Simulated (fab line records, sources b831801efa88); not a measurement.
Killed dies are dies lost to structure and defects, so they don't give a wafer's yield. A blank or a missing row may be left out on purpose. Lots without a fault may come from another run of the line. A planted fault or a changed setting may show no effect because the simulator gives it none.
Which tool did it? | flow gf180mcu | 13 lots, 39 wafers sampled, at 2 steps of a route of 602

WHAT THE GAUGES READ, wafer by wafer
GF_HV_LDD_TW_MEAS_50.
lot  | measured     | on            | HV_LDD_4_TW
L909 | day 12 14:35 | film_metro-03 | 565 568 568
L911 | day 13 14:25 | film_metro-01 | 567 570 566
L912 | day 13 21:49 | film_metro-04 | 563 559 562
L913 | day 14 06:05 | film_metro-01 | 565 567 568
L916 | day 15 03:55 | film_metro-04 | 562 559 559
L917 | day 15 12:17 | film_metro-01 | 569 570 569
L918 | day 15 21:15 | film_metro-01 | 512 510 514
L919 | day 16 09:01 | film_metro-01 | 509 511 508
L921 | day 16 22:08 | film_metro-04 | 499 502 499
L925 | day 18 01:19 | film_metro-04 | 566 564 562
L928 | day 19 07:35 | film_metro-04 | 561 561 563
L929 | day 19 16:56 | film_metro-01 | 568 570 569
L930 | day 19 22:07 | film_metro-01 | 572 573 569

WHICH TOOL RAN EACH LOT (tool, then ch and the chambers of the sampled wafers, then the start)
lot  | GF_HV_LDD_IMPLANT_48
L909 | implanter-04 ch 0, day 12 14:22
L911 | implanter-04 ch 0, day 13 14:10
L912 | implanter-04 ch 0, day 13 21:34
L913 | implanter-01 ch 0, day 14 05:50
L916 | implanter-04 ch 0, day 15 03:41
L917 | implanter-03 ch 0, day 15 12:02
L918 | implanter-03 ch 0, day 15 21:02
L919 | implanter-03 ch 0, day 16 08:46
L921 | implanter-03 ch 0, day 16 21:53
L925 | implanter-01 ch 0, day 18 01:05
L928 | implanter-01 ch 0, day 19 07:22
L929 | implanter-03 ch 0, day 19 16:43
L930 | implanter-01 ch 0, day 19 21:55
- GF_HV_LDD_IMPLANT_48

WHAT THE TOOLS THEMSELVES READ (means of the sampled wafers that have a number; where no wafer has one, the mark that the record gives instead)
GF_HV_LDD_IMPLANT_48.
lot  | tool         | tilt_deg (degrees)
L909 | implanter-04 | 7.005
L911 | implanter-04 | 6.999
L912 | implanter-04 | 7.032
L913 | implanter-01 | 7.001
L916 | implanter-04 | 7.017
L917 | implanter-03 | 6.980
L918 | implanter-03 | 0.016
L919 | implanter-03 | -0.002
L921 | implanter-03 | -0.005
L925 | implanter-01 | 6.989
L928 | implanter-01 | 6.956
L929 | implanter-03 | 6.992
L930 | implanter-01 | 7.021

THE ANSWER, worked out from the rows above alone
Rule: what is usual is taken from the lots themselves. Put in order of their means at a reading, lots are off if they are a third of the lots or fewer, leave a main group of 4 or more, and stand apart from it by a gap of 3 or more times the standard deviation of the main group's means; of several such gaps the widest counts. A main group whose means are all the same, to the digits that the tables above print for the reading, isn't used. A lot without any number at a reading at which 4 lots or more have one is off too. The other lots that the step has rows for count as sound. The gauges are gone through in route order, then the tools' own readings, and for those a lot's mean is taken as printed above. The first step at which some lot is off is used, and at that step the reading that is off furthest; a lot without a number counts as furthest.
Off: L918, L919, L921, at GF_HV_LDD_TW_MEAS_50 (HV_LDD_4_TW). The main group: mean 566, standard deviation 3.6.
A tool fits if, at a process step before that reading, it ran every lot that is off, and no sound lot after the first of them. The gauges at GF_HV_LDD_TW_MEAS_50 aren't tried: what is off there is off at GF_HV_LDD_IMPLANT_48 too, on other tools, and a gauge's error can't cause that. None of those tried fits.

WHAT THE SIMULATOR HAD PUT IN
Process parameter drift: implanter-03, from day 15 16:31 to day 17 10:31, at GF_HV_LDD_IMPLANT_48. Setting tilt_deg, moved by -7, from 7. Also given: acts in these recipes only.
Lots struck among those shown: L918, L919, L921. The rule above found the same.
